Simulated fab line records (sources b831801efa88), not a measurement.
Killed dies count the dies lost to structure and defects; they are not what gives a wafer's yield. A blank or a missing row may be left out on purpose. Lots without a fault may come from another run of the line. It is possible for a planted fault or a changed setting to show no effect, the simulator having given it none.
Which of the tools did it? :: flow sky130 :: 72 wafers from 24 lots sampled at 4 of the route's 708 steps

== WHAT THE GAUGES SHOWED, per wafer ==
SKY_VT_ADJUST_HVTR_TW_MEAS_11. Usual: for VT_ADJUST_HVTR_TW the level is 211.5 and the standard deviation is 1.2.
lot: L074
measured: day 9 13:27
on: filmMetro-03
VT_ADJUST_HVTR_TW: 211.2 211.2 212.2
flag: 

lot: L075
measured: day 9 18:06
on: filmMetro-03
VT_ADJUST_HVTR_TW: 212.3 212.3 211.1
flag: 

lot: L076
measured: day 10 00:38
on: filmMetro-01
VT_ADJUST_HVTR_TW: 211.5 210.3 211.9
flag: 

lot: L077
measured: day 10 07:22
on: filmMetro-03
VT_ADJUST_HVTR_TW: 212.6 212.5 212.9
flag: 

lot: L078
measured: day 10 22:13
on: filmMetro-02
VT_ADJUST_HVTR_TW: 210.5 208.9 209.8
flag: 

lot: L079
measured: day 11 01:32
on: filmMetro-01
VT_ADJUST_HVTR_TW: 212.0 211.7 212.6
flag: 

lot: L080
measured: day 11 06:11
on: filmMetro-01
VT_ADJUST_HVTR_TW: 212.0 211.1 212.0
flag: 

lot: L081
measured: day 11 18:28
on: filmMetro-03
VT_ADJUST_HVTR_TW: 213.2 214.4 211.6
flag: 

lot: L082
measured: day 12 00:20
on: filmMetro-03
VT_ADJUST_HVTR_TW: 212.4 211.7 212.4
flag: 

lot: L083
measured: day 12 04:01
on: filmMetro-02
VT_ADJUST_HVTR_TW: 210.1 211.0 210.0
flag: 

lot: L084
measured: day 12 10:25
on: filmMetro-01
VT_ADJUST_HVTR_TW: 212.6 212.1 212.8
flag: 

lot: L085
measured: day 12 22:01
on: filmMetro-03
VT_ADJUST_HVTR_TW: 212.3 213.3 212.4
flag: 

lot: L086
measured: day 13 01:29
on: filmMetro-01
VT_ADJUST_HVTR_TW: 210.4 209.7 210.4
flag: 

lot: L087
measured: day 13 09:38
on: filmMetro-01
VT_ADJUST_HVTR_TW: 210.6 210.6 210.4
flag: 

lot: L088
measured: day 13 14:56
on: filmMetro-01
VT_ADJUST_HVTR_TW: 210.2 211.6 211.4
flag: 

lot: L089
measured: day 13 23:32
on: filmMetro-03
VT_ADJUST_HVTR_TW: 212.3 212.5 212.2
flag: 

lot: L090
measured: day 14 05:32
on: filmMetro-01
VT_ADJUST_HVTR_TW: 210.0 211.3 210.7
flag: 

lot: L091
measured: day 14 14:49
on: filmMetro-02
VT_ADJUST_HVTR_TW: 209.4 209.0 209.8
flag: 

lot: L092
measured: day 15 00:05
on: filmMetro-01
VT_ADJUST_HVTR_TW: 213.2 211.4 211.4
flag: 

lot: L093
measured: day 15 10:59
on: filmMetro-03
VT_ADJUST_HVTR_TW: 211.6 212.7 211.9
flag: 

lot: L094
measured: day 15 14:11
on: filmMetro-02
VT_ADJUST_HVTR_TW: 208.9 209.0 209.9
flag: 

lot: L095
measured: day 15 17:26
on: filmMetro-03
VT_ADJUST_HVTR_TW: 213.5 212.4 213.1
flag: 

lot: L096
measured: day 16 03:32
on: filmMetro-01
VT_ADJUST_HVTR_TW: 211.8 211.5 211.2
flag: 

lot: L097
measured: day 16 10:43
on: filmMetro-01
VT_ADJUST_HVTR_TW: 212.4 212.5 212.8
flag: 

SKY_LDD_HVP_OVL_MEAS_07. Usual: for LDD_HVP_OVL the level is 0.5 nm and the standard deviation is 1.4.
lot: L074
measured: day 21 16:20
on: overlay-02
LDD_HVP_OVL (nm): 1.1 1.4 0.8
flag: 

lot: L075
measured: day 21 20:36
on: overlay-02
LDD_HVP_OVL (nm): -1.7 0.9 -1.4
flag: 

lot: L076
measured: day 22 05:05
on: overlay-02
LDD_HVP_OVL (nm): -0.6 1.3 1.0
flag: 

lot: L077
measured: day 22 09:22
on: overlay-02
LDD_HVP_OVL (nm): 2.1 2.6 3.7
flag: 

lot: L078
measured: day 23 09:35
on: overlay-01
LDD_HVP_OVL (nm): 0.0 0.4 -0.2
flag: 

lot: L079
measured: day 23 17:55
on: overlay-01
LDD_HVP_OVL (nm): -1.4 -0.5 -1.9
flag: 

lot: L080
measured: day 23 21:58
on: overlay-01
LDD_HVP_OVL (nm): -0.4 -0.7 -0.4
flag: 

lot: L081
measured: day 24 09:16
on: overlay-02
LDD_HVP_OVL (nm): 0.5 0.3 0.5
flag: 

lot: L082
measured: day 24 21:26
on: overlay-02
LDD_HVP_OVL (nm): 1.1 0.0 2.4
flag: 

lot: L083
measured: day 24 22:14
on: overlay-01
LDD_HVP_OVL (nm): 0.2 -0.2 1.3
flag: 

lot: L084
measured: day 25 04:43
on: overlay-01
LDD_HVP_OVL (nm): 0.6 2.2 1.8
flag: 

lot: L085
measured: day 25 14:19
on: overlay-02
LDD_HVP_OVL (nm): -0.4 -1.3 -1.4
flag: 

lot: L086
measured: day 25 23:17
on: overlay-02
LDD_HVP_OVL (nm): 2.9 -0.9 3.0
flag: 

lot: L087
measured: day 26 11:25
on: overlay-01
LDD_HVP_OVL (nm): 0.3 0.9 -1.7
flag: 

lot: L088
measured: day 26 13:41
on: overlay-02
LDD_HVP_OVL (nm): -0.4 2.2 1.1
flag: 

lot: L089
measured: day 26 18:02
on: overlay-01
LDD_HVP_OVL (nm): -2.2 0.0 -0.9
flag: 

lot: L090
measured: day 27 08:07
on: overlay-02
LDD_HVP_OVL (nm): 1.1 1.3 2.0
flag: 

lot: L091
measured: day 27 16:26
on: overlay-01
LDD_HVP_OVL (nm): 1.0 3.5 3.8
flag: 

lot: L092
measured: day 28 03:05
on: overlay-01
LDD_HVP_OVL (nm): 0.3 2.2 1.8
flag: 

lot: L093
measured: day 28 08:47
on: overlay-01
LDD_HVP_OVL (nm): 0.9 1.1 2.3
flag: 

lot: L094
measured: day 28 14:37
on: overlay-01
LDD_HVP_OVL (nm): -0.5 -0.8 -1.2
flag: 

lot: L095
measured: day 29 01:02
on: overlay-02
LDD_HVP_OVL (nm): -0.1 0.7 1.5
flag: 

lot: L096
measured: day 29 03:40
on: overlay-01
LDD_HVP_OVL (nm): 0.2 2.5 0.7
flag: 

lot: L097
measured: day 29 10:55
on: overlay-02
LDD_HVP_OVL (nm): 0.3 -1.0 0.1
flag: 

SKY_VIA1_OVL_MEAS_13. Usual: for VIA1_OVL the level is -2 nm and the standard deviation is 5.5.
lot: L074
measured: day 34 02:41
on: overlay-02
VIA1_OVL (nm): -8 -3 -7
flag: 

lot: L075
measured: day 34 11:22
on: overlay-02
VIA1_OVL (nm): 4 -4 2
flag: 

lot: L076
measured: day 34 13:49
on: overlay-02
VIA1_OVL (nm): -11 -7 -5
flag: 

lot: L077
measured: day 34 16:53
on: overlay-01
VIA1_OVL (nm): 5 5 -5
flag: 

lot: L078
measured: day 35 16:42
on: overlay-01
VIA1_OVL (nm): 3 -2 0
flag: 

lot: L079
measured: day 35 21:29
on: overlay-02
VIA1_OVL (nm): 1 -13 -4
flag: 

lot: L080
measured: day 36 01:26
on: overlay-01
VIA1_OVL (nm): -8 -2 -3
flag: 

lot: L081
measured: day 36 12:26
on: overlay-02
VIA1_OVL (nm): -1 -6 -4
flag: 

lot: L082
measured: day 36 22:46
on: overlay-02
VIA1_OVL (nm): 9 2 6
flag: 

lot: L083
measured: day 36 23:38
on: overlay-01
VIA1_OVL (nm): -4 -7 -5
flag: 

lot: L084
measured: day 37 06:48
on: overlay-01
VIA1_OVL (nm): 9 -2 0
flag: 

lot: L085
measured: day 37 12:09
on: overlay-01
VIA1_OVL (nm): 0 -10 -10
flag: 

lot: L086
measured: day 37 19:17
on: overlay-02
VIA1_OVL (nm): -5 2 5
flag: 

lot: L087
measured: day 38 07:53
on: overlay-02
VIA1_OVL (nm): -10 1 0
flag: 

lot: L088
measured: day 38 11:53
on: overlay-01
VIA1_OVL (nm): -1 5 -7
flag: 

lot: L089
measured: day 38 13:32
on: overlay-02
VIA1_OVL (nm): -3 14 -3
flag: 

lot: L090
measured: day 39 01:17
on: overlay-02
VIA1_OVL (nm): 3 7 -7
flag: 

lot: L091
measured: day 39 08:49
on: overlay-02
VIA1_OVL (nm): 3 -8 2
flag: 

lot: L092
measured: day 39 17:30
on: overlay-02
VIA1_OVL (nm): 4 -9 -7
flag: 

lot: L093
measured: day 39 22:05
on: overlay-01
VIA1_OVL (nm): 4 6 -7
flag: 

lot: L094
measured: day 40 03:23
on: overlay-01
VIA1_OVL (nm): -8 7 -5
flag: 

lot: L095
measured: day 40 13:01
on: overlay-02
VIA1_OVL (nm): -8 -3 1
flag: 

lot: L096
measured: day 40 15:11
on: overlay-01
VIA1_OVL (nm): -4 1 1
flag: 

lot: L097
measured: day 40 21:59
on: overlay-01
VIA1_OVL (nm): -2 -1 1
flag: 

SKY_METAL2_OVL_MEAS_16. Usual: for METAL2_OVL the level is 3 nm and the standard deviation is 5.6.
lot: L074
measured: day 35 06:05
on: overlay-01
METAL2_OVL (nm): 11 9 14
flag: 

lot: L075
measured: day 35 15:22
on: overlay-02
METAL2_OVL (nm): 10 2 8
flag: 

lot: L076
measured: day 35 18:00
on: overlay-01
METAL2_OVL (nm): 8 1 -2
flag: 

lot: L077
measured: day 35 20:45
on: overlay-02
METAL2_OVL (nm): -2 4 4
flag: 

lot: L078
measured: day 36 20:17
on: overlay-02
METAL2_OVL (nm): 1 1 0
flag: 

lot: L079
measured: day 37 00:53
on: overlay-02
METAL2_OVL (nm): -2 7 -5
flag: 

lot: L080
measured: day 37 05:14
on: overlay-02
METAL2_OVL (nm): 2 4 4
flag: 

lot: L081
measured: day 37 16:05
on: overlay-01
METAL2_OVL (nm): 1 -2 0
flag: 

lot: L082
measured: day 38 02:24
on: overlay-01
METAL2_OVL (nm): 9 16 10
flag: 

lot: L083
measured: day 38 03:39
on: overlay-01
METAL2_OVL (nm): 8 8 2
flag: 

lot: L084
measured: day 38 10:51
on: overlay-01
METAL2_OVL (nm): 3 8 -3
flag: 

lot: L085
measured: day 38 16:17
on: overlay-01
METAL2_OVL (nm): -5 -5 -2
flag: 

lot: L086
measured: day 38 22:35
on: overlay-02
METAL2_OVL (nm): -9 0 0
flag: 

lot: L087
measured: day 39 11:21
on: overlay-02
METAL2_OVL (nm): 6 9 5
flag: 

lot: L088
measured: day 39 14:43
on: overlay-01
METAL2_OVL (nm): -2 -9 6
flag: 

lot: L089
measured: day 39 17:08
on: overlay-01
METAL2_OVL (nm): 4 -4 0
flag: 

lot: L090
measured: day 40 04:37
on: overlay-01
METAL2_OVL (nm): 1 1 0
flag: 

lot: L091
measured: day 40 11:07
on: overlay-02
METAL2_OVL (nm): 17 6 8
flag: 

lot: L092
measured: day 40 20:34
on: overlay-01
METAL2_OVL (nm): -1 7 4
flag: 

lot: L093
measured: day 41 01:12
on: overlay-01
METAL2_OVL (nm): 0 1 5
flag: 

lot: L094
measured: day 41 06:38
on: overlay-02
METAL2_OVL (nm): -3 1 -6
flag: 

lot: L095
measured: day 41 15:00
on: overlay-02
METAL2_OVL (nm): 12 2 7
flag: 

lot: L096
measured: day 41 18:13
on: overlay-02
METAL2_OVL (nm): 13 16 13
flag: 

lot: L097
measured: day 42 00:44
on: overlay-01
METAL2_OVL (nm): -7 -6 -3
flag: 

== WHAT TOOL EACH LOT RAN ON (gives the tool, then ch and the chambers of the sampled wafers, and finally the start) ==
There is no process step in the record ahead of these readings.

== WHAT THE TOOLS THEMSELVES READ (means of the sampled wafers that have a number; where no wafer has one, the mark that the record gives instead) ==
The record holds no such reading with a usual standard deviation.

== THE ANSWER, worked out from the rows above alone ==
Rule: a lot counts as off when the mean over its wafers that have a number is more than 3 standard deviations away from the usual mean. Also off: a lot with no number at a reading for which 4 or more lots have one. Any other lot the step has rows for is counted as sound. The gauges are gone through in route order, then the tools' own readings, and for those a lot's mean is taken as printed above. At the first step where some lot is off, the reading lying furthest off is the one used; lots without a number count as furthest.
Nothing can be told from this: no lot is off at any reading shown.

== WHAT THE SIMULATOR PUT IN ==
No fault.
